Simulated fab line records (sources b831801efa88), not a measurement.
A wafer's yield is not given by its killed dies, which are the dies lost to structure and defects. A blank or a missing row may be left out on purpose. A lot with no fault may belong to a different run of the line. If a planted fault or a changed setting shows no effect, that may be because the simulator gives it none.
Which tool is to blame? | flow gf180mcu | Sampling: 13 lots, 39 wafers, 6 of 602 route steps

WHAT EACH GAUGE READ, for each wafer
GF_STI_THK_MEAS_24. Usual: STI_CVD_23_THK typically reads 648 nm, with standard deviation 7.4.
lot  | measured    | on           | STI_CVD_23_THK (nm) | flag
L134 | day 2 08:37 | filmMetro-02 | 659 659 646         | 
L135 | day 2 14:14 | filmMetro-02 | 652 647 650         | 
L136 | day 2 20:04 | filmMetro-02 | 645 646 655         | 
L137 | day 3 01:02 | filmMetro-02 | 657 661 649         | 
L138 | day 3 06:06 | filmMetro-01 | 645 646 656         | 
L139 | day 3 12:02 | filmMetro-02 | 632 644 645         | 
L141 | day 3 21:30 | filmMetro-03 | 661 655 658         | 
L143 | day 4 07:35 | filmMetro-03 | 643 657 650         | 
L144 | day 4 12:13 | filmMetro-01 | 642 646 643         | 
L148 | day 5 08:49 | filmMetro-03 | 652 661 645         | 
L153 | day 6 12:03 | filmMetro-01 | 631 649 635         | 
L155 | day 6 21:05 | filmMetro-02 | 660 664 655         | 
L156 | day 7 01:33 | filmMetro-01 | 663 653 663         | 

GF_MVPSD_OVL_MEAS_07. Usual: MVPSD_OVL typically reads 0.4 nm, with standard deviation 1.5.
lot  | measured     | on         | MVPSD_OVL (nm) | flag
L134 | day 5 05:53  | overlay-02 | -2.9 -1.9 -1.4 | 
L135 | day 5 13:59  | overlay-02 | 1.6 1.0 1.7    | 
L136 | day 5 18:59  | overlay-02 | 0.1 -0.3 -0.7  | 
L137 | day 5 23:41  | overlay-02 | -0.6 1.1 -0.7  | 
L138 | day 6 09:19  | overlay-02 | -0.5 -1.5 -1.3 | 
L139 | day 6 14:10  | overlay-02 | 2.0 1.2 4.3    | 
L141 | day 7 01:39  | overlay-02 | 1.6 0.0 1.0    | 
L143 | day 7 13:14  | overlay-02 | -3.9 -1.9 -2.7 | 
L144 | day 7 18:12  | overlay-01 | 1.8 1.6 0.5    | 
L148 | day 8 20:21  | overlay-02 | - - -          | OFF
L153 | day 10 00:31 | overlay-02 | 1.8 1.1 1.9    | 
L155 | day 10 11:23 | overlay-02 | 0.1 1.1 0.2    | 
L156 | day 10 17:28 | overlay-02 | 0.7 -0.7 -0.4  | 

GF_MVPSD_TW_MEAS_11. Usual: MVPSD_TW typically reads 557, with standard deviation 7.3.
lot  | measured     | on           | MVPSD_TW    | flag
L134 | day 5 06:19  | filmMetro-01 | 550 546 550 | 
L135 | day 5 14:25  | filmMetro-03 | 566 568 565 | 
L136 | day 5 19:25  | filmMetro-01 | 548 548 550 | 
L137 | day 6 00:07  | filmMetro-03 | 571 567 568 | 
L138 | day 6 09:45  | filmMetro-03 | 564 565 566 | 
L139 | day 6 14:36  | filmMetro-01 | 551 553 550 | 
L141 | day 7 02:05  | filmMetro-04 | 550 552 553 | 
L143 | day 7 13:40  | filmMetro-03 | 562 561 557 | 
L144 | day 7 18:38  | filmMetro-03 | 562 563 566 | 
L148 | day 8 20:48  | filmMetro-03 | 31 31 31    | OFF
L153 | day 10 00:57 | filmMetro-01 | 552 549 549 | 
L155 | day 10 11:50 | filmMetro-04 | 553 549 554 | 
L156 | day 10 17:55 | filmMetro-03 | 566 564 563 | 

GF_VT_IMPLANT_TW_MEAS_10. Usual: VT_IMPLANT_TW typically reads 565, with standard deviation 6.1.
lot  | measured     | on           | VT_IMPLANT_TW | flag
L134 | day 5 20:41  | filmMetro-04 | 561 564 560   | 
L135 | day 6 05:33  | filmMetro-03 | 575 574 574   | 
L136 | day 6 10:47  | filmMetro-02 | 559 564 562   | 
L137 | day 6 14:44  | filmMetro-04 | 560 559 560   | 
L138 | day 7 00:46  | filmMetro-02 | 559 561 560   | 
L139 | day 7 05:30  | filmMetro-02 | 556 559 559   | 
L141 | day 7 17:47  | filmMetro-02 | 557 563 557   | 
L143 | day 8 05:11  | filmMetro-03 | 572 574 575   | 
L144 | day 8 10:51  | filmMetro-04 | 562 565 565   | 
L148 | day 9 13:37  | filmMetro-03 | 573 577 574   | 
L153 | day 10 19:14 | filmMetro-03 | 572 576 574   | 
L155 | day 11 06:08 | filmMetro-04 | 562 561 562   | 
L156 | day 11 12:18 | filmMetro-04 | 561 560 560   | 

EACH LOT AND THE TOOL THAT RAN IT (in order: tool; ch and the chambers of the sampled wafers; start)
lot  | GF_STI_ETCH_13                   | GF_MVPSD_EXPOSE_04
L134 | rieDiel-04 ch 1,2, day 2 06:45   | ilineStepper-02 ch 0, day 4 23:03
L135 | rieDiel-03 ch 0,1,2, day 2 12:21 | ilineStepper-01 ch 0, day 5 06:47
L136 | rieDiel-03 ch 0,3, day 2 18:09   | ilineStepper-01 ch 0, day 5 11:57
L137 | rieDiel-03 ch 1,3, day 2 22:33   | ilineStepper-02 ch 0, day 5 16:51
L138 | rieDiel-03 ch 0,3, day 3 03:30   | ilineStepper-02 ch 0, day 6 01:47
L139 | rieDiel-04 ch 2,3, day 3 08:52   | ilineStepper-01 ch 0, day 6 06:56
L141 | rieDiel-03 ch 0,2,3, day 3 19:36 | ilineStepper-02 ch 0, day 6 18:02
L143 | rieDiel-04 ch 1,3, day 4 05:42   | ilineStepper-01 ch 0, day 7 05:31
L144 | rieDiel-04 ch 0,1,3, day 4 10:21 | ilineStepper-01 ch 0, day 7 10:44
L148 | rieDiel-04 ch 0,3, day 5 06:55   | ilineStepper-01 ch 0, day 8 12:01
L153 | rieDiel-03 ch 0,3, day 6 10:09   | ilineStepper-01 ch 0, day 9 16:14
L155 | rieDiel-04 ch 2,3, day 6 19:10   | ilineStepper-02 ch 0, day 10 02:37
L156 | rieDiel-04 ch 0,1,2, day 6 23:33 | ilineStepper-01 ch 0, day 10 09:19
- GF_STI_ETCH_13: etches the open film in CHF3/O2, stops on Si, target depth 282.31 nm, time 112.9 s.
- GF_MVPSD_EXPOSE_04: exposes mask MVPSD, target cd 1000 nm.

WHAT THE TOOLS THEMSELVES READ (means of the sampled wafers that have a number; where no wafer has one, the mark that the record gives instead)
GF_STI_ETCH_13. Usual: chamberPressureMTorr 40.00 mTorr, standard deviation 0.032; drypumpMotorCurrentA 5.9 A, standard deviation 0.38; oesProductAu 0.832 a.u., standard deviation 0.0059; throttleValvePct 8.811 %, standard deviation 0.0093.
lot  | tool       | chamberPressureMTorr (mTorr) | drypumpMotorCurrentA (A) | oesProductAu (a.u.) | throttleValvePct (%) | flag
L134 | rieDiel-04 | 39.98                        | 5.8                      | 0.837               | 8.817                | 
L135 | rieDiel-03 | 39.99                        | 6.0                      | 0.828               | 8.807                | 
L136 | rieDiel-03 | 40.01                        | 6.4                      | 0.833               | 8.815                | 
L137 | rieDiel-03 | 40.04                        | 6.0                      | 0.832               | 8.819                | 
L138 | rieDiel-03 | 39.97                        | 6.2                      | 0.838               | 8.801                | 
L139 | rieDiel-04 | 40.01                        | 5.8                      | 0.828               | 8.806                | 
L141 | rieDiel-03 | 40.02                        | 5.9                      | 0.831               | 8.826                | 
L143 | rieDiel-04 | 40.02                        | 5.8                      | 0.831               | 8.805                | 
L144 | rieDiel-04 | 40.03                        | 5.7                      | 0.834               | 8.807                | 
L148 | rieDiel-04 | 40.00                        | 5.6                      | 0.828               | 8.807                | 
L153 | rieDiel-03 | 39.99                        | 6.4                      | 0.839               | 8.809                | 
L155 | rieDiel-04 | 39.99                        | 5.8                      | 0.829               | 8.805                | 
L156 | rieDiel-04 | 40.00                        | 5.7                      | 0.829               | 8.808                | 

GF_MVPSD_EXPOSE_04. Usual: stageVelMmS 499.98 mm/s, standard deviation 0.29.
lot  | tool            | stageVelMmS (mm/s) | flag
L134 | ilineStepper-02 | 499.95             | 
L135 | ilineStepper-01 | 500.12             | 
L136 | ilineStepper-01 | 499.98             | 
L137 | ilineStepper-02 | 500.14             | 
L138 | ilineStepper-02 | 499.73             | 
L139 | ilineStepper-01 | 499.84             | 
L141 | ilineStepper-02 | 500.04             | 
L143 | ilineStepper-01 | 500.14             | 
L144 | ilineStepper-01 | 500.12             | 
L148 | ilineStepper-01 | 500.49             | 
L153 | ilineStepper-01 | 500.22             | 
L155 | ilineStepper-02 | 500.35             | 
L156 | ilineStepper-01 | 499.85             | 

THE ANSWER, worked out from the rows above alone
Rule: a lot counts as off when the mean over its wafers that have a number is more than 3 standard deviations away from the usual mean. A lot without any number at a reading at which 4 lots or more have one is off too. Any other lot the step has rows for is counted as sound. Order of review: gauges by route order, followed by the tools' own readings, for which a lot's mean as printed above is used. The first step at which some lot is off is used, and at that step the reading that is off furthest; a lot without a number counts as furthest.
Off: L148, seen at GF_MVPSD_OVL_MEAS_07 (MVPSD_OVL). Without a number there: L148.
A tool fits if, at a process step before that reading, it ran every lot that is off, and no sound lot after the first of them. The gauges at GF_MVPSD_OVL_MEAS_07 aren't tried: what is off there is off at GF_MVPSD_TW_MEAS_11 too, on other tools, and a gauge's error can't cause that. Of those tried, none fits.

WHAT THE SIMULATOR PUT IN
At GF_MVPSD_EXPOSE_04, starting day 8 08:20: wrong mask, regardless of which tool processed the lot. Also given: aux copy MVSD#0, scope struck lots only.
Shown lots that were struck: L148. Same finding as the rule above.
